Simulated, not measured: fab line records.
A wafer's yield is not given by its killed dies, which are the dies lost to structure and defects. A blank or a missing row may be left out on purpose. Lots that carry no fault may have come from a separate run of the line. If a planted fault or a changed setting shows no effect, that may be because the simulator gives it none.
fab line records	flow gf180mcu
[record] lots = 24	wafers = 72	lastDay = 34
route steps=602 shown M1@331 M3@424 V3@455 M4@459 MIM@508
lots untouched by any fault: they come from a run of this same line in which no faults occurred
startH: hours from the record's first day to the start of the lot's first wafer shown	waitH: hours since the lot's step before	" unchanged from the row above	L1.1+2: a row that stands for several wafers	- either no value or no given start	* or withheld: withheld	< > ~ a bound
route shown NAME@n: a module of which the file shows steps, and the number in the route of the first	usual: mean and standard deviation over wafers with no fault	same: alike in all rows	chamber/n: place in a boat	sites: readings site by site	_std_site: their standard deviation	_edge_site: the outer-site mean with the inner-site mean subtracted	radiusMm: for every site, how far away it sits from the centre of the wafer	mask NAME#n: copy n	behind: the most recent tool/chamber to have shaped the wafer	hold: why the lot was held/for how many hours/how that ended	device: transistor that didn't switch, given as n, p or np	end of line: the tests these same wafers got at the end of their route	for a step that has no rows: nothing shown but its recipe	killed: count of dies lost to structure and defects at first sort (not the wafer's yield)	map: per-die view of a wafer (x killed, . not killed, _ where there is no die)
set.NAME: the setting the step ran with; set.NAME@STEP: the setting that earlier step ran with	model.NAME: the simulator's own value behind a step, which no gauge read
steps of the route over a sample of lots; a table a step, a row a wafer
services: the hour from which a tool's chamber was out of use, counted from the record's first day as startH (under 0 if before that day), plus the number of hours and why
[[steps]]
[step GF_M1_METAL_ETCH_16]
[recipe] chemistry = Cl2/BCl3	maskMaterial = KrF	targetDepthNm = 750.8	stopOn = SiO2	pressureMtorr = 8	icpW = 800	biasW = 140	Cl2_flow_sccm = 80	bcl3FlowSccm = 40	timeS = 125.1
[usual] drypumpMotorCurrentA = 5.7/0.4	oesProductAu = 0.990/0.0054	throttleValvePct = 28.230/0.009
[same] timeS = 125.1
lot.wafer	tool	chamber	startH	waitH	drypumpMotorCurrentA	oesProductAu	rfHoursCounterH	throttleValvePct
L074.1	rieMetal-04	1	383.13	0.0	5.5	0.984	1	28.236
L074.5	"	0	"	"	5.6	0.992	-	28.247
L074.6	"	1	"	"	5.5	0.981	-	28.246
L075.4	rieMetal-04	0	393.79	0.1	5.6	0.991	-	28.229
L075.5	"	1	"	"	5.5	0.988	-	28.247
L075.6	"	0	"	"	5.5	0.994	-	28.234
L076.2	rieMetal-02	0	404.04	0.0	5.0	0.987	2	28.237
L076.3	"	0	"	"	5.0	0.994	-	28.213
L076.5	"	1	"	"	5.7	1.003	-	28.232
L077.1	rieMetal-04	1	416.76	0.0	5.5	0.985	1	28.244
L077.3	"	0	"	"	5.6	0.980	-	28.227
L077.5	"	1	"	"	5.6	0.984	-	28.235
L078.3	rieMetal-03	1	426.05	0.1	6.2	1.000	-	28.218
L078.5	"	1	"	"	6.2	0.996	-	28.206
L078.6	"	0	"	"	6.2	0.988	-	28.229
L079.2	rieMetal-03	0	431.96	0.0	6.1	0.988	11	28.229
L079.4	"	0	"	"	6.1	0.990	-	28.232
L079.6	"	0	"	"	6.1	0.986	-	28.235
L080.2	rieMetal-02	1	439.81	0.0	5.7	0.989	9	28.237
L080.5	"	0	"	"	5.0	0.988	-	28.249
L080.6	"	1	"	"	5.7	0.973	-	28.239
L081.2	rieMetal-04	0	450.71	0.0	5.6	0.982	8	28.242
L081.3	"	1	"	"	5.6	0.999	-	28.228
L081.6	"	0	"	"	5.5	0.984	-	28.220
L082.1	rieMetal-02	0	460.86	0.0	5.0	0.994	4	28.231
L082.2	"	1	"	"	5.7	0.987	10	28.227
L082.5	"	1	"	"	5.7	0.995	-	28.217
L083.2	rieMetal-04	0	469.16	0.0	5.6	0.993	8	28.243
L083.3	"	1	"	"	5.5	0.988	-	28.228
L083.6	"	0	"	"	5.6	0.989	-	28.232
L084.1	rieMetal-03	0	479.64	0.0	6.2	0.995	12	28.228
L084.2	"	1	"	"	6.1	0.995	7	28.227
L084.3	"	0	"	"	6.2	0.988	-	28.225
L085.3	rieMetal-03	0	490.78	0.1	6.2	1.001	-	28.233
L085.5	"	0	"	"	6.1	0.992	-	28.229
L085.6	"	1	"	"	6.2	0.981	-	28.224
L086.1	rieMetal-02	1	494.86	0.0	5.7	0.997	10	28.226
L086.2	"	0	"	"	5.0	0.992	4	28.251
L086.4	"	1	"	"	5.7	0.985	-	28.231
L087.2	rieMetal-02	0	501.39	0.0	5.0	0.988	4	28.244
L087.5	"	1	"	"	5.7	1.002	-	28.231
L087.6	"	0	"	"	5.0	0.984	-	28.227
L088.2	rieMetal-04	0	512.39	0.0	5.6	1.000	9	28.224
L088.3	"	0	"	"	5.6	0.979	-	28.226
L088.5	"	1	"	"	5.6	0.997	-	28.231
L089.1	rieMetal-03	1	521.46	0.0	6.2	0.996	9	28.236
L089.2	"	0	"	"	6.2	0.980	14	28.235
L089.3	"	1	"	"	6.2	0.988	-	28.237
L090.2	rieMetal-04	0	528.99	0.0	5.6	0.983	10	28.221
L090.4	"	0	"	"	5.5	0.987	-	28.227
L090.5	"	1	"	"	5.6	0.984	-	28.238
L091.3	rieMetal-02	0	537.91	0.1	5.0	0.994	-	28.230
L091.4	"	1	"	"	5.7	0.986	-	28.213
L091.6	"	0	"	"	5.0	0.993	-	28.226
L092.2	rieMetal-03	1	550.20	0.1	6.2	0.993	-	28.229
L092.4	"	1	"	"	6.2	0.992	-	28.219
L092.6	"	1	"	"	6.2	0.991	-	28.221
L093.2	rieMetal-04	0	551.11	0.0	5.6	0.991	11	28.240
L093.4	"	0	"	"	5.6	0.991	-	28.247
L093.5	"	1	"	"	5.6	0.985	-	28.223
L094.2	rieMetal-03	1	557.73	0.1	6.2	0.989	-	28.226
L094.5	"	1	"	"	6.2	0.999	-	28.223
L094.6	"	1	"	"	6.2	0.994	-	28.217
L095.1	rieMetal-02	1	567.59	0.0	5.7	0.991	12	28.230
L095.3	"	0	"	"	5.0	0.988	-	28.224
L095.6	"	0	"	"	5.0	0.993	-	28.222
L096.3	rieMetal-02	0	572.78	0.1	5.0	0.987	-	28.223
L096.4	"	1	"	"	5.7	0.995	-	28.215
L096.6	"	1	"	"	5.7	0.986	-	28.224
L097.1	rieMetal-02	0	580.76	0.0	5.0	0.999	7	28.216
L097.5	"	0	"	"	5.0	0.987	-	28.228
L097.6	"	1	"	"	5.7	0.993	-	28.225
[step GF_M3_OVL_MEAS_15]
[usual] M3_OVL = 1/7.5
lot.wafer	tool	chamber	startH	waitH	M3_OVL[nm]
L074.1	overlay-02	-	485.32	0.1	-6
L074.5	"	-	"	"	-2
L074.6	"	-	"	"	4
L075.4	overlay-02	-	497.24	0.1	4
L075.5	"	-	"	"	-1
L075.6	"	-	"	"	-5
L076.2	overlay-01	-	506.53	0.1	18
L076.3	"	-	"	"	4
L076.5	"	-	"	"	5
L077.1	overlay-02	-	520.55	0.1	2
L077.3	"	-	"	"	-6
L077.5	"	-	"	"	0
L078.3	overlay-02	-	528.18	0.1	10
L078.5	"	-	"	"	8
L078.6	"	-	"	"	-1
L079.2	overlay-02	-	534.01	0.1	1
L079.4	"	-	"	"	2
L079.6	"	-	"	"	-3
L080.2	overlay-01	-	541.93	0.1	-6
L080.5	"	-	"	"	-3
L080.6	"	-	"	"	-9
L081.2	overlay-02	-	552.33	0.1	-7
L081.3	"	-	"	"	-9
L081.6	"	-	"	"	-8
L082.1	overlay-01	-	560.55	0.1	16
L082.2	"	-	"	"	-1
L082.5	"	-	"	"	3
L083.2	overlay-01	-	566.98	0.1	-2
L083.3	"	-	"	"	-8
L083.6	"	-	"	"	-5
L084.1	overlay-01	-	577.97	0.1	-4
L084.2	"	-	"	"	12
L084.3	"	-	"	"	1
L085.3	overlay-02	-	587.37	0.1	14
L085.5	"	-	"	"	12
L085.6	"	-	"	"	2
L086.1	overlay-01	-	591.07	0.1	-1
L086.2	"	-	"	"	-1
L086.4	"	-	"	"	2
L087.2	overlay-02	-	597.28	0.1	2
L087.5	"	-	"	"	-3
L087.6	"	-	"	"	2
L088.2	overlay-01	-	607.38	0.1	0
L088.3	"	-	"	"	5
L088.5	"	-	"	"	9
L089.1	overlay-02	-	614.85	0.1	4
L089.2	"	-	"	"	6
L089.3	"	-	"	"	8
L090.2	overlay-02	-	622.08	0.1	3
L090.4	"	-	"	"	-3
L090.5	"	-	"	"	-5
L091.3	overlay-02	-	629.98	0.1	-14
L091.4	"	-	"	"	-8
L091.6	"	-	"	"	-5
L093.2	overlay-01	-	641.67	0.1	4
L093.4	"	-	"	"	9
L093.5	"	-	"	"	1
L092.2	overlay-01	-	642.33	0.1	-1
L092.4	"	-	"	"	-6
L092.6	"	-	"	"	-1
L094.2	overlay-01	-	648.26	0.1	-1
L094.5	"	-	"	"	7
L094.6	"	-	"	"	6
L095.1	overlay-02	-	656.12	0.1	1
L095.3	"	-	"	"	8
L095.6	"	-	"	"	-3
L096.3	overlay-01	-	660.58	0.1	-15
L096.4	"	-	"	"	-3
L096.6	"	-	"	"	-4
L097.1	overlay-01	-	668.17	0.1	20
L097.5	"	-	"	"	10
L097.6	"	-	"	"	5
[step GF_M3_STRIP_17]
[recipe] chemistry = O2/N2	powerW = 1400	pressureMtorr = 1500	platenTempC = 250	o2FlowSccm = 3000	n2FlowSccm = 300	overashFraction = 0.5
[usual] drypumpMotorCurrentA = 6.0/0.41	heaterPowerW = 339/27	n2FlowSccm = 300.1/0.87	oesProductAu = 0.538/0.0049	stripTimeToEndpointS = 7.38/0.045
lot.wafer	tool	chamber	startH	waitH	drypumpMotorCurrentA	heaterPowerW	n2FlowSccm	oesProductAu	rfHoursCounterH	stripTimeToEndpointS
L074.1	plasmaAsher-03	1	485.49	0.1	5.2	290	300.2	0.544	6	7.44
L074.5	"	0	"	"	6.0	352	301.4	0.542	-	7.45
L074.6	"	1	"	"	5.2	295	300.9	0.538	-	7.44
L075.4	plasmaAsher-02	1	497.42	0.1	6.1	370	299.2	0.542	-	7.36
L075.5	"	1	"	"	6.1	377	298.8	0.545	-	7.41
L075.6	"	0	"	"	5.9	338	301.2	0.547	-	7.39
L076.2	plasmaAsher-01	1	506.69	0.1	5.8	362	301.5	0.534	37	7.39
L076.3	"	1	"	"	5.8	358	300.5	0.538	-	7.40
L076.5	"	0	"	"	6.7	321	299.9	0.536	-	7.42
L077.1	plasmaAsher-01	0	520.72	0.1	6.6	314	300.6	0.537	38	7.45
L077.3	"	1	"	"	5.8	358	300.1	0.543	-	7.45
L077.5	"	0	"	"	6.6	318	301.0	0.536	-	7.42
L078.3	plasmaAsher-02	1	528.37	0.1	6.1	384	298.5	0.532	-	7.37
L078.5	"	1	"	"	6.1	367	299.3	0.534	-	7.29
L078.6	"	0	"	"	5.9	349	298.6	0.537	-	7.36
L079.2	plasmaAsher-03	1	534.17	0.1	5.3	280	299.7	0.542	12	7.40
L079.4	"	0	"	"	6.0	345	298.4	0.542	-	7.39
L079.6	"	0	"	"	6.0	354	300.6	0.540	-	7.42
L080.2	plasmaAsher-02	0	542.08	0.1	5.9	350	298.9	0.534	74	7.34
L080.5	"	0	"	"	5.9	347	299.5	0.545	-	7.33
L080.6	"	1	"	"	6.1	377	300.7	0.541	-	7.32
L081.2	plasmaAsher-02	1	552.49	0.1	6.1	371	299.5	0.534	75	7.41
L081.3	"	0	"	"	5.9	343	300.3	0.541	-	7.35
L081.6	"	1	"	"	6.1	368	299.3	0.530	-	7.29
L082.1	plasmaAsher-01	0	560.72	0.1	6.6	323	300.2	0.535	42	7.40
L082.2	"	1	"	"	5.8	355	302.6	0.536	42	7.37
L082.5	"	1	"	"	5.8	352	301.0	0.540	-	7.43
L083.2	plasmaAsher-03	1	567.13	0.1	5.3	286	299.3	0.539	16	7.44
L083.3	"	0	"	"	6.0	350	298.7	0.541	-	7.36
L083.6	"	1	"	"	5.3	285	298.7	0.545	-	7.42
L084.1	plasmaAsher-03	0	578.26	0.2	6.0	357	298.9	0.532	17	7.37
L084.2	"	1	"	"	5.2	289	300.6	0.536	17	7.36
L084.3	"	0	"	"	6.0	347	299.9	0.538	-	7.37
L085.3	plasmaAsher-02	1	587.55	0.1	6.1	373	301.3	0.536	-	7.36
L085.5	"	1	"	"	6.1	377	300.5	0.536	-	7.39
L085.6	"	0	"	"	5.9	344	301.8	0.536	-	7.37
L086.1	plasmaAsher-03	1	591.24	0.1	5.3	287	299.3	0.532	19	7.48
L086.2	"	0	"	"	6.0	347	299.7	0.542	19	7.50
L086.4	"	1	"	"	5.2	290	300.4	0.539	-	7.44
L087.2	plasmaAsher-03	1	597.43	0.1	5.2	290	299.6	0.543	19	7.37
L087.5	"	1	"	"	5.2	289	300.0	0.535	-	7.44
L087.6	"	0	"	"	6.1	349	299.5	0.541	-	7.37
L088.2	plasmaAsher-02	1	607.53	0.1	6.1	380	301.0	0.543	81	7.38
L088.3	"	0	"	"	5.9	347	300.4	0.531	-	7.38
L088.5	"	1	"	"	6.1	367	300.7	0.533	-	7.40
L089.1	plasmaAsher-01	0	615.02	0.1	6.6	314	301.2	0.537	48	7.39
L089.2	"	1	"	"	5.8	357	300.4	0.545	48	7.36
L089.3	"	0	"	"	6.6	312	301.2	0.533	-	7.35
L090.2	plasmaAsher-03	0	622.23	0.1	5.9	358	299.2	0.541	22	7.37
L090.4	"	0	"	"	5.9	347	300.0	0.537	-	7.38
L090.5	"	1	"	"	5.3	282	300.8	0.530	-	7.39
L091.3	plasmaAsher-02	0	630.17	0.1	5.9	342	299.9	0.536	-	7.35
L091.4	"	1	"	"	6.1	371	299.6	0.536	-	7.33
L091.6	"	0	"	"	5.9	340	301.6	0.541	-	7.35
L093.2	plasmaAsher-01	0	641.83	0.1	6.6	318	302.8	0.543	51	7.38
L093.4	"	0	"	"	6.6	329	299.6	0.543	-	7.35
L093.5	"	0	"	"	6.6	311	300.2	0.533	-	7.36
L092.2	plasmaAsher-01	1	642.49	0.1	5.8	352	300.4	0.540	51	7.40
L092.4	"	1	"	"	5.8	352	299.9	0.542	-	7.42
L092.6	"	1	"	"	5.8	352	300.5	0.540	-	7.41
L094.2	plasmaAsher-01	0	648.42	0.1	6.6	311	299.3	0.530	51	7.37
L094.5	"	1	"	"	5.8	360	299.7	0.533	-	7.40
L094.6	"	0	"	"	6.6	313	300.4	0.537	-	7.30
L095.1	plasmaAsher-01	1	656.28	0.1	5.8	354	301.3	0.545	52	7.41
L095.3	"	0	"	"	6.6	321	301.1	0.537	-	7.37
L095.6	"	1	"	"	5.8	352	300.9	0.544	-	7.37
L096.3	plasmaAsher-02	0	660.77	0.1	5.9	339	300.9	0.537	-	7.31
L096.4	"	1	"	"	6.1	368	300.3	0.542	-	7.39
L096.6	"	1	"	"	6.1	376	299.0	0.530	-	7.35
L097.1	plasmaAsher-01	1	668.33	0.1	5.8	354	300.8	0.533	54	7.36
L097.5	"	0	"	"	6.6	311	299.1	0.537	-	7.39
L097.6	"	1	"	"	5.8	359	300.8	0.529	-	7.38
[step GF_V3_CMP_26]
[recipe] stopOn = SiO2	downForcePsi = 3.5	platenRpm = 60	tOverpolishS = 15	targetThkNm = 0	padVelocityMS = 0.94248
[usual] headPressurePsi = 3.502/0.0082	motorCurrentA = 11.3/1.8	overpolishRunS = 14.999/0.0091	timeToEndpointS = 85/3.4
lot.wafer	tool	chamber	startH	waitH	headPressurePsi	motorCurrentA	overpolishRunS	timeToEndpointS
L074.1	cmp-02	1	512.10	0.1	3.494	14.5	15.001	86
L074.6	"	0	"	"	3.495	9.6	15.005	86
L074.5	"	1	"	"	3.495	15.0	15.021	86
L075.4	cmp-02	1	523.26	0.1	3.490	14.8	15.015	81
L075.6	"	3	"	"	3.505	12.7	15.004	82
L075.5	"	0	"	"	3.487	9.7	14.989	81
L076.2	cmp-01	0	531.90	0.0	3.505	9.9	15.006	86
L076.3	"	3	"	"	3.503	10.5	14.999	83
L076.5	"	0	"	"	3.505	9.6	14.990	87
L077.1	cmp-01	2	546.15	0.1	3.496	10.2	15.008	83
L077.3	"	0	"	"	3.494	9.7	15.000	80
L077.5	"	3	"	"	3.510	10.0	15.010	82
L078.3	cmp-01	2	553.48	0.2	3.494	10.5	14.999	82
L078.5	"	3	"	"	3.497	9.5	14.989	81
L078.6	"	0	"	"	3.504	10.0	14.991	83
L079.2	cmp-02	2	558.40	0.0	3.511	10.4	14.993	83
L079.4	"	1	"	"	3.514	15.1	14.999	84
L079.6	"	3	"	"	3.497	12.6	14.987	81
L080.2	cmp-02	1	567.03	0.1	3.503	14.8	14.996	86
L080.6	"	3	"	"	3.521	13.0	15.014	84
L080.5	"	0	"	"	3.485	9.5	14.989	80
L081.3	cmp-02	1	577.00	0.1	3.498	15.6	14.996	88
L081.2	"	2	"	"	3.510	10.9	14.989	87
L081.6	"	1	"	"	3.501	15.5	14.993	90
L082.1	cmp-02	3	585.24	0.1	3.506	13.0	15.000	88
L082.2	"	0	"	"	3.498	9.1	14.998	88
L082.5	"	3	"	"	3.494	13.2	15.004	88
L083.3	cmp-02	2	590.86	0.1	3.501	10.6	14.986	80
L083.2	"	0	"	"	3.514	9.4	14.981	82
L083.6	"	2	"	"	3.503	10.1	14.988	83
L084.3	cmp-02	3	602.15	0.0	3.499	12.4	14.989	90
L084.2	"	1	"	"	3.497	14.6	14.994	87
L084.1	"	2	"	"	3.495	11.1	15.004	87
L085.3	cmp-01	3	611.58	0.4	3.517	10.2	15.008	76
L085.5	"	2	"	"	3.504	10.8	14.991	78
L085.6	"	3	"	"	3.496	9.9	15.003	74
L086.1	cmp-01	0	614.64	0.1	3.517	9.5	15.002	81
L086.4	"	1	"	"	3.504	10.2	15.003	83
L086.2	"	3	"	"	3.503	11.0	15.003	81
L087.2	cmp-01	3	620.90	0.1	3.498	10.1	15.007	85
L087.5	"	2	"	"	3.507	10.3	14.991	84
L087.6	"	3	"	"	3.507	10.0	15.005	86
L088.3	cmp-01	1	630.30	0.1	3.525	10.3	15.008	86
L088.2	"	3	"	"	3.501	9.6	15.012	84
L088.5	"	0	"	"	3.507	10.6	14.997	86
L089.1	cmp-02	1	637.51	0.1	3.498	16.1	15.009	86
L089.3	"	3	"	"	3.487	12.7	15.006	84
L089.2	"	0	"	"	3.501	9.4	14.994	85
L090.4	cmp-02	2	644.87	0.1	3.493	10.6	14.985	86
L090.2	"	3	"	"	3.493	12.4	14.993	86
L090.5	"	2	"	"	3.501	11.0	15.006	85
L091.4	cmp-02	3	652.74	0.0	3.500	12.3	14.983	91
L091.3	"	2	"	"	3.499	10.7	15.002	86
L091.6	"	0	"	"	3.492	9.8	14.981	81
L093.4	cmp-02	1	664.62	0.1	3.503	14.9	15.015	88
L093.2	"	2	"	"	3.502	11.2	14.978	88
L093.5	"	3	"	"	3.511	12.5	14.983	91
L092.4	cmp-02	3	665.35	0.1	3.506	12.1	14.983	89
L092.2	"	1	"	"	3.498	15.2	14.997	90
L092.6	"	2	"	"	3.508	10.8	15.008	89
L094.2	cmp-02	0	669.64	0.1	3.497	9.8	15.003	91
L094.6	"	3	"	"	3.501	11.8	14.997	90
L094.5	"	0	"	"	3.516	9.9	15.012	91
L095.3	cmp-02	2	678.11	0.0	3.524	10.8	15.002	89
L095.1	"	3	"	"	3.489	12.2	15.001	85
L095.6	"	3	"	"	3.495	12.4	14.983	89
L096.3	cmp-01	0	682.86	0.0	3.508	9.6	15.003	84
L096.4	"	1	"	"	3.493	10.1	15.004	85
L096.6	"	1	"	"	3.513	11.4	15.012	85
L097.1	cmp-01	1	690.30	0.1	3.499	10.5	14.990	90
L097.6	"	0	"	"	3.492	10.2	14.995	88
L097.5	"	1	"	"	3.498	11.1	15.022	87
[step GF_M4_SPUTTER_03]
[recipe] material = Ti	targetThkNm = 10	substrateTempC = 300	chamberPressurePa = 0.3	powerW = 3000	timeS = 6.7
[usual] throttleValvePct = 29.9/0.98
[same] timeS = 6.7
lot.wafer	tool	chamber	startH	waitH	throttleValvePct
L074.1	pvdSputter-02	-	512.51	0.0	29.3
L074.5	"	-	"	"	29.8
L074.6	"	-	"	"	29.4
L075.4	pvdSputter-04	-	523.62	0.0	30.4
L075.5	"	-	"	"	30.9
L075.6	"	-	"	"	30.9
L076.2	pvdSputter-03	-	532.37	0.0	30.1
L076.3	"	-	"	"	30.4
L076.5	"	-	"	"	28.7
L077.1	pvdSputter-02	-	546.61	0.0	29.3
L077.3	"	-	"	"	32.0
L077.5	"	-	"	"	27.6
L078.3	pvdSputter-04	-	553.79	0.0	30.5
L078.5	"	-	"	"	30.5
L078.6	"	-	"	"	30.7
L079.2	pvdSputter-02	-	558.86	0.0	29.6
L079.4	"	-	"	"	31.8
L079.6	"	-	"	"	29.5
L080.2	pvdSputter-02	-	567.39	0.0	29.3
L080.5	"	-	"	"	29.3
L080.6	"	-	"	"	29.6
L081.2	pvdSputter-02	-	577.41	0.0	32.0
L081.3	"	-	"	"	29.5
L081.6	"	-	"	"	29.6
L082.1	pvdSputter-03	-	585.65	0.0	28.9
L082.2	"	-	"	"	30.5
L082.5	"	-	"	"	28.8
L083.2	pvdSputter-03	-	591.27	0.0	30.3
L083.3	"	-	"	"	29.3
L083.6	"	-	"	"	28.8
L084.1	pvdSputter-03	-	602.61	0.0	29.3
L084.2	"	-	"	"	30.1
L084.3	"	-	"	"	30.0
L085.3	pvdSputter-04	-	612.00	0.0	30.9
L085.5	"	-	"	"	30.5
L085.6	"	-	"	"	30.7
L086.1	pvdSputter-02	-	615.10	0.0	29.0
L086.2	"	-	"	"	32.3
L086.4	"	-	"	"	29.4
L087.2	pvdSputter-03	-	621.31	0.0	28.8
L087.5	"	-	"	"	28.6
L087.6	"	-	"	"	30.2
L088.2	pvdSputter-04	-	630.71	0.0	30.7
L088.3	"	-	"	"	30.7
L088.5	"	-	"	"	30.4
L089.1	pvdSputter-03	-	637.97	0.0	30.6
L089.2	"	-	"	"	30.0
L089.3	"	-	"	"	28.6
L090.2	pvdSputter-04	-	645.28	0.0	30.7
L090.4	"	-	"	"	30.5
L090.5	"	-	"	"	30.7
L091.3	pvdSputter-04	-	653.20	0.0	30.6
L091.4	"	-	"	"	30.5
L091.6	"	-	"	"	30.4
L093.2	pvdSputter-03	-	664.98	0.0	30.5
L093.4	"	-	"	"	28.7
L093.5	"	-	"	"	28.6
L092.2	pvdSputter-03	-	665.76	0.0	30.3
L092.4	"	-	"	"	28.9
L092.6	"	-	"	"	28.9
L094.2	pvdSputter-03	-	670.05	0.0	28.8
L094.5	"	-	"	"	28.7
L094.6	"	-	"	"	30.3
L095.1	pvdSputter-03	-	678.57	0.0	30.0
L095.3	"	-	"	"	28.8
L095.6	"	-	"	"	28.7
L096.3	pvdSputter-02	-	683.32	0.0	29.6
L096.4	"	-	"	"	28.0
L096.6	"	-	"	"	29.4
L097.1	pvdSputter-03	-	690.71	0.0	28.9
L097.5	"	-	"	"	30.4
L097.6	"	-	"	"	28.9
[step GF_MIM_CVD_05]
[recipe] material = Si3N4	targetThkNm = 42	tempMaxC = 400	tempC = 385	timeS = 29.086	rfW = 450
[usual] heaterPowerW = 695/81
[same] timeS = 29.086
lot.wafer	tool	chamber	startH	waitH	heaterPowerW
L074.1	pecvd-04	2	560.76	0.0	638
L074.5	"	2	"	"	633
L074.6	"	1	"	"	758
L075.4	pecvd-04	0	571.65	0.0	660
L075.5	"	2	"	"	670
L075.6	"	1	"	"	688
L076.2	pecvd-03	1	580.70	0.0	758
L076.3	"	2	"	"	692
L076.5	"	1	"	"	769
L077.1	pecvd-03	1	593.57	0.0	764
L077.3	"	2	"	"	747
L077.5	"	1	"	"	745
L078.3	pecvd-03	0	600.48	0.0	854
L078.5	"	1	"	"	711
L078.6	"	0	"	"	881
L079.2	pecvd-03	2	604.37	0.0	757
L079.4	"	0	"	"	854
L079.6	"	2	"	"	759
L080.2	pecvd-04	0	613.12	0.0	768
L080.5	"	1	"	"	689
L080.6	"	2	"	"	592
L081.2	pecvd-03	2	622.45	0.0	759
L081.3	"	0	"	"	769
L081.6	"	0	"	"	799
L082.1	pecvd-02	2	630.29	0.0	621
L082.2	"	1	"	"	744
L082.5	"	1	"	"	744
L083.2	pecvd-04	2	636.09	0.0	532
L083.3	"	1	"	"	727
L083.6	"	0	"	"	725
L084.1	pecvd-04	2	646.41	0.0	609
L084.2	"	0	"	"	781
L084.3	"	1	"	"	740
L085.3	pecvd-02	0	656.08	0.0	635
L085.5	"	1	"	"	760
L085.6	"	2	"	"	643
L086.1	pecvd-02	0	659.01	0.0	635
L086.2	"	1	"	"	663
L086.4	"	2	"	"	697
L087.2	pecvd-03	2	665.36	0.0	727
L087.5	"	1	"	"	740
L087.6	"	0	"	"	786
L088.2	pecvd-02	0	672.49	0.0	638
L088.3	"	2	"	"	598
L088.5	"	0	"	"	646
L089.1	pecvd-04	2	680.07	0.0	599
L089.2	"	0	"	"	708
L089.3	"	1	"	"	640
L090.2	pecvd-02	1	687.93	0.0	681
L090.4	"	0	"	"	572
L090.5	"	2	"	"	659
L091.3	pecvd-04	2	694.30	0.0	572
L091.4	"	2	"	"	570
L091.6	"	1	"	"	624
L093.2	pecvd-04	2	705.92	0.0	544
L093.4	"	0	"	"	746
L093.5	"	2	"	"	548
L092.2	pecvd-03	1	707.37	0.0	640
L092.4	"	0	"	"	891
L092.6	"	2	"	"	762
L094.2	pecvd-04	2	710.68	0.0	591
L094.5	"	0	"	"	748
L094.6	"	1	"	"	658
L095.1	pecvd-03	0	718.95	0.0	867
L095.3	"	1	"	"	745
L095.6	"	1	"	"	762
L096.3	pecvd-04	1	723.51	0.0	734
L096.4	"	1	"	"	719
L096.6	"	0	"	"	700
L097.1	pecvd-04	0	730.59	0.0	624
L097.5	"	2	"	"	583
L097.6	"	1	"	"	603
[[services]]
tool	chamber	startH	hours	kind
cmp-02	-	365.08	6.7	repair
plasmaAsher-01	-	377.79	4.2	repair
pecvd-04	-	390.34	0.5	repair
plasmaAsher-01	-	392.63	1.1	repair
cmp-02	-	404.00	4.0	pm
cmp-02	-	440.12	1.6	repair
cmp-02	-	440.87	3.3	repair
pecvd-04	-	456.80	1.2	repair
cmp-02	-	474.17	0.8	repair
cmp-02	-	482.20	2.2	repair
cmp-02	-	530.52	3.7	repair
cmp-02	-	570.22	1.9	repair
pecvd-04	-	578.58	5.3	repair
pecvd-04	-	591.12	14.0	pm
cmp-02	-	602.64	16.3	pm
cmp-02	-	631.58	3.4	repair
cmp-02	-	633.53	0.4	repair
cmp-02	-	640.20	2.2	repair
pecvd-04	-	642.89	1.8	repair
cmp-02	-	655.81	4.1	pm
cmp-02	-	680.07	2.4	repair
pecvd-04	-	697.25	2.8	pm
pecvd-04	-	701.48	1.2	repair
pvdSputter-03	-	707.04	3.6	repair
[[key]]
fault none
